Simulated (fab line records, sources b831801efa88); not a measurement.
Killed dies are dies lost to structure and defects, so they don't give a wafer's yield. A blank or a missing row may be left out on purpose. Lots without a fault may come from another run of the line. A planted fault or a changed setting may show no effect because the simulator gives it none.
Split-lot experiment | flow gf180mcu | 5 lots, 23 wafers read, on a route of 602 steps

THE SPLIT
At GF_V4_CMP_04 (polishes SiO2), the setting leave_above_ref_nm was moved away from the recipe's 632.5 nm on 9 of the 23 wafers read, by -5.4% to +3.3%. The other wafers ran this setting at the recipe's value.

FROM THE SPLIT TO THE READING: what the file shows between them, 1 step
- GF_V4_ETCH_16: etches BARC in N2/H2 (also split here: pressure_mtorr)

THE READING
oes_product_au, in a.u., at GF_V4_ETCH_17 (etches SiO2 in C4F8/O2/Ar, stops on TiN, target depth 630 nm). Fault-free wafers of this fab line usually give 0.856 a.u., standard deviation 0.0046 a.u..

wafer  | tool, chamber at the split | leave_above_ref_nm as run, nm | against the recipe | oes_product_au, a.u. | against lot-mates on the recipe
L077.1 | cmp-02, 0                  | 598.5                         | -5.4%              | 0.842                | -0.022
L077.3 | cmp-02, 3                  | 632.5                         | recipe             | 0.863                | -
L077.4 | cmp-02, 1,3                | 598.5                         | -5.4%              | 0.830                | -0.034
L077.5 | cmp-02, 1,3                | 598.5                         | -5.4%              | 0.834                | -0.030
L077.6 | cmp-02, 0                  | 632.5                         | recipe             | 0.865                | -
L078.1 | cmp-01, 0                  | 632.5                         | recipe             | 0.861                | -
L078.3 | cmp-01, 2                  | 612.1                         | -3.2%              | 0.834                | -0.025
L078.4 | cmp-01, 1                  | 612.1                         | -3.2%              | 0.844                | -0.015
L078.5 | cmp-01, 2                  | 612.1                         | -3.2%              | 0.848                | -0.011
L078.6 | cmp-01, 3                  | 632.5                         | recipe             | 0.857                | -
L080.2 | cmp-01, 1                  | 632.5                         | recipe             | 0.847                | -
L080.3 | cmp-01, 3                  | 632.5                         | recipe             | 0.852                | -
L080.4 | cmp-01, 0                  | 632.5                         | recipe             | 0.859                | -
L082.1 | cmp-01, 2                  | 653.6                         | +3.3%              | 0.867                | +0.008
L082.2 | cmp-01, 0                  | 632.5                         | recipe             | 0.860                | -
L082.3 | cmp-01, 3                  | 653.6                         | +3.3%              | 0.875                | +0.016
L082.4 | cmp-01, 1                  | 653.6                         | +3.3%              | 0.866                | +0.007
L082.6 | cmp-01, 0                  | 632.5                         | recipe             | 0.858                | -
L083.1 | cmp-01, 1                  | 632.5                         | recipe             | 0.854                | -
L083.2 | cmp-01, 0                  | 632.5                         | recipe             | 0.860                | -
L083.3 | cmp-01, 2                  | 632.5                         | recipe             | 0.853                | -
L083.4 | cmp-01, 3                  | 632.5                         | recipe             | 0.850                | -
L083.5 | cmp-01, 2                  | 632.5                         | recipe             | 0.855                | -
Where a row lists several chambers, the file gives one row for several wafers and doesn't say which wafer went through which chamber.

THE FIT
A straight line over all 23 wafers: oes_product_au changes by +0.00402 a.u. for each +1% of leave_above_ref_nm; r = +0.89; the points scatter about the line by 0.0052 a.u..
The same after taking each lot's own level away (the mean of its wafers on the recipe; 23 wafers): +0.00468 a.u. for each +1%; r = +0.93; scatter 0.0046 a.u..
On that fit, the largest move of leave_above_ref_nm shifts the reading by 0.025 a.u..
The lots' own levels span 0.8527 to 0.8640 a.u., that is 2.5 times the standard deviation above.
So the lot-to-lot level changes the slope: the two fits differ.
Check: with one of the wafers moved furthest among these (-5.4%) left out of the fit, the line predicts -0.0277 a.u. for it against its lot-mates. It came out at -0.022 a.u. against them.

OTHER SPLITS ON THESE WAFERS
These wafers also went through other splits before the reading. Each is held against what the fit with the lots' levels taken away leaves over:
other split on the same wafers  | wafers away from the commonest value | r with oes_product_au (lot level and that fit taken away)
GF_HV_LDD_IMPLANT_48 energy_kev | 6                                    | +0.10
GF_M1_COAT_09 resist_thk_nm     | 6                                    | +0.09
GF_M1_SOFTBAKE_10 time_s        | 9                                    | +0.06
GF_M2_SPUTTER_01 power_w        | 9                                    | -0.19
GF_V2_EXPOSE_11 dose_mj         | 7                                    | +0.14
GF_V2_PEB_12 peb_temp_c         | 10                                   | +0.14
GF_V3_CVD_23 pressure_torr      | 5                                    | -0.08
GF_M4_SPUTTER_01 power_w        | 8                                    | -0.03
GF_V4_ETCH_16 pressure_mtorr    | 15                                   | +0.21

THE WHOLE CHAIN: every reading that the file lists as answering this split, in the file's order
step          | what it does                                                 | reading                                                                   | change (the file's fit)                   | r (the file's)
GF_V4_CMP_04  | polishes SiO2                                                | SiO2_of_V4_CVD_02.thk_nm (the simulator's own value, which no gauge read) | +6.37 nm for each +1% of the setting      | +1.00
GF_V4_ETCH_17 | etches SiO2 in C4F8/O2/Ar, stops on TiN, target depth 630 nm | oes_product_au                                                            | +0.00483 a.u. for each +1% of the setting | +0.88
GF_V4_ETCH_17 | etches SiO2 in C4F8/O2/Ar, stops on TiN, target depth 630 nm | etch.depth_nm (the simulator's own value, which no gauge read)            | +6.51 nm for each +1% of the setting      | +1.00
GF_V4_ETCH_17 | etches SiO2 in C4F8/O2/Ar, stops on TiN, target depth 630 nm | V4.feature_depth_nm (the simulator's own value, which no gauge read)      | +6.37 nm for each +1% of the setting      | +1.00

THE FILE'S OWN FIT
oes_product_au changes by +0.00483 a.u. for each +1% of leave_above_ref_nm, r = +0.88.
